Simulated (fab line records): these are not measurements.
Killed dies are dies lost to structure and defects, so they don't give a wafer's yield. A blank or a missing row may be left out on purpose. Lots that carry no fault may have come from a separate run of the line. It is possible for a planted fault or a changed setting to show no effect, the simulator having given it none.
Which tool is to blame? ; flow gf180mcu ; Sampling: 6 lots, 18 wafers, 2 of 602 route steps

## WHAT THE GAUGES SHOWED, per wafer
GF_V4_CD_MEAS_14: the cd target is 260 nm.
lot;measured;on;cd nm (nm)
L891;day 24 13:49;cd sem-02;260.4 259.8 259.6
L894;day 25 13:52;cd sem-01;261.2 261.7 260.6
L900;day 27 19:11;cd sem-01;262.1 260.7 260.8
L907;day 29 19:31;cd sem-01;259.7 259.7 258.7
L910;day 30 14:34;cd sem-02;260.3 260.6 260.1
L913;day 31 10:19;cd sem-02;260.6 261.2 260.7

## TOOL THAT RAN EACH LOT (tool first, then ch and the chambers of the sampled wafers, then the start)
lot;GF_M4_STRIP_17
L891;plasma asher-02 ch 0,1, day 23 13:53
L894;plasma asher-02 ch 0,1, day 24 16:35
L900;plasma asher-01 ch 0,1, day 26 22:16
L907;plasma asher-04 ch 0,1, day 28 23:16
L910;plasma asher-04 ch 0,1, day 29 18:57
L913;plasma asher-01 ch 0,1, day 30 15:53
- GF_M4_STRIP_17: strips in O2/N2.

## THE ANSWER, worked out from the rows above alone
Rule: what is usual is taken from the lots themselves. Put in order of their means at a reading, lots are off if they are a third of the lots or fewer, leave a main group of 4 or more, and stand apart from it by a gap of 3 or more times the standard deviation of the main group's means; of several such gaps the widest counts. A main group whose means are all the same, to the digits that the tables above print for the reading, isn't used. A lot without any number at a reading at which 4 lots or more have one is off too. Any other lot the step has rows for is counted as sound.
Across all readings shown, no lot is off: no conclusion can be drawn from this.

## WHAT THE SIMULATOR PUT IN
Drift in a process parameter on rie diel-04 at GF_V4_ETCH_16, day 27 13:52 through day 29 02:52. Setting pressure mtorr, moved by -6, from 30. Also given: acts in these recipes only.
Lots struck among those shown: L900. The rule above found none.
